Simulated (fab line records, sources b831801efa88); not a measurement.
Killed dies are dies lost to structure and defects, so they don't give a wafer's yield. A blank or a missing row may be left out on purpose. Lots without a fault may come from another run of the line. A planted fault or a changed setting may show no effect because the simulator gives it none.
Tool commonality check | flow sky130 | 14 lots, 48 wafers sampled

WHY IT WAS OPENED
At SKY_NWELL_TW_MEAS_26 the reading NWELL_2_TW is flagged on 2 of 14 lots. Wafers without a fault read 495, standard deviation 5.4.
Rule: a lot is flagged when every wafer of it that has a number lies more than 4 standard deviations from that mean, or none has a number. The other lots count as sound.

lot  | measured     | on            | NWELL_2_TW, wafer by wafer | flag
L591 | day 5 09:52  | film_metro-04 | 498 498 499                |
L593 | day 5 19:38  | film_metro-02 | 490 494 490                |
L597 | day 6 20:20  | film_metro-03 | 486 489 486                |
L598 | day 7 02:25  | film_metro-02 | 496 496 495                |
L599 | day 7 08:04  | film_metro-04 | 504 503 503                |
L600 | day 7 15:17  | film_metro-02 | 30 30 30 30 30 30          | FLAGGED
L601 | day 7 18:41  | film_metro-04 | 31 30 30 31 30 30          | FLAGGED
L604 | day 8 12:21  | film_metro-03 | 494 490 493                |
L605 | day 8 19:51  | film_metro-04 | 499 497 499                |
L607 | day 9 09:21  | film_metro-02 | 495 500 498                |
L610 | day 10 03:04 | film_metro-04 | 497 497 498                |
L611 | day 10 13:42 | film_metro-03 | 493 493 492                |
L613 | day 11 04:21 | film_metro-03 | 488 490 489                |
L614 | day 11 04:36 | film_metro-02 | 500 499 500                |
The numbers of the flagged lots are 30 on average: -465 against the usual, or -86 standard deviations.

WHICH TOOL RAN EACH LOT
The record holds 1 process step before the reading, out of a route of 708 steps. In each cell: the tool, then ch and the chambers that the sampled wafers went through, then the start.
lot  | flag    | SKY_NWELL_DEVELOP_22
L591 |         | litho_track-01 ch 0, day 5 09:00
L593 |         | litho_track-04 ch 0, day 5 19:00
L597 |         | litho_track-02 ch 0, day 6 19:00
L598 |         | litho_track-02 ch 0, day 7 01:00
L599 |         | litho_track-02 ch 0, day 7 07:00
L600 | FLAGGED | litho_track-04 ch 0, day 7 14:00
L601 | FLAGGED | litho_track-04 ch 0, day 7 18:00
L604 |         | litho_track-01 ch 0, day 8 11:00
L605 |         | litho_track-01 ch 0, day 8 19:00
L607 |         | litho_track-01 ch 0, day 9 08:00
L610 |         | litho_track-02 ch 0, day 10 02:00
L611 |         | litho_track-04 ch 0, day 10 13:00
L613 |         | litho_track-04 ch 0, day 11 03:00
L614 |         | litho_track-01 ch 0, day 11 04:00
What these steps do:
- SKY_NWELL_DEVELOP_22: develop time 60 s.
- SKY_NWELL_TW_MEAS_26

FLAGGED OVER TOTAL, TOOL BY TOOL (the gauges that took the reading come last)
step                 | tool           | lots run | flagged | share of the flagged lots | sound lots run after its first flagged lot
SKY_NWELL_DEVELOP_22 | litho_track-01 | 5        | 0       | none                      | -
SKY_NWELL_DEVELOP_22 | litho_track-02 | 4        | 0       | none                      | -
SKY_NWELL_DEVELOP_22 | litho_track-04 | 5        | 2       | all                       | 2 (L611,L613)
SKY_NWELL_TW_MEAS_26 | film_metro-02  | 5        | 1       | some                      | 2 (L607,L614)
SKY_NWELL_TW_MEAS_26 | film_metro-03  | 4        | 0       | none                      | -
SKY_NWELL_TW_MEAS_26 | film_metro-04  | 5        | 1       | some                      | 2 (L605,L610)

WHAT THE TABLE ALLOWS
1 row of the table ran every flagged lot: litho_track-04 at SKY_NWELL_DEVELOP_22.
- litho_track-04 at SKY_NWELL_DEVELOP_22: 2 of its 5 lots flagged. Sound lots ran on it after the first flagged one (L611, L613), which a lasting fault on the whole tool wouldn't allow.
No row of the table ran every flagged lot and no sound lot after the first.

WHAT THE SIMULATOR HAD PUT IN
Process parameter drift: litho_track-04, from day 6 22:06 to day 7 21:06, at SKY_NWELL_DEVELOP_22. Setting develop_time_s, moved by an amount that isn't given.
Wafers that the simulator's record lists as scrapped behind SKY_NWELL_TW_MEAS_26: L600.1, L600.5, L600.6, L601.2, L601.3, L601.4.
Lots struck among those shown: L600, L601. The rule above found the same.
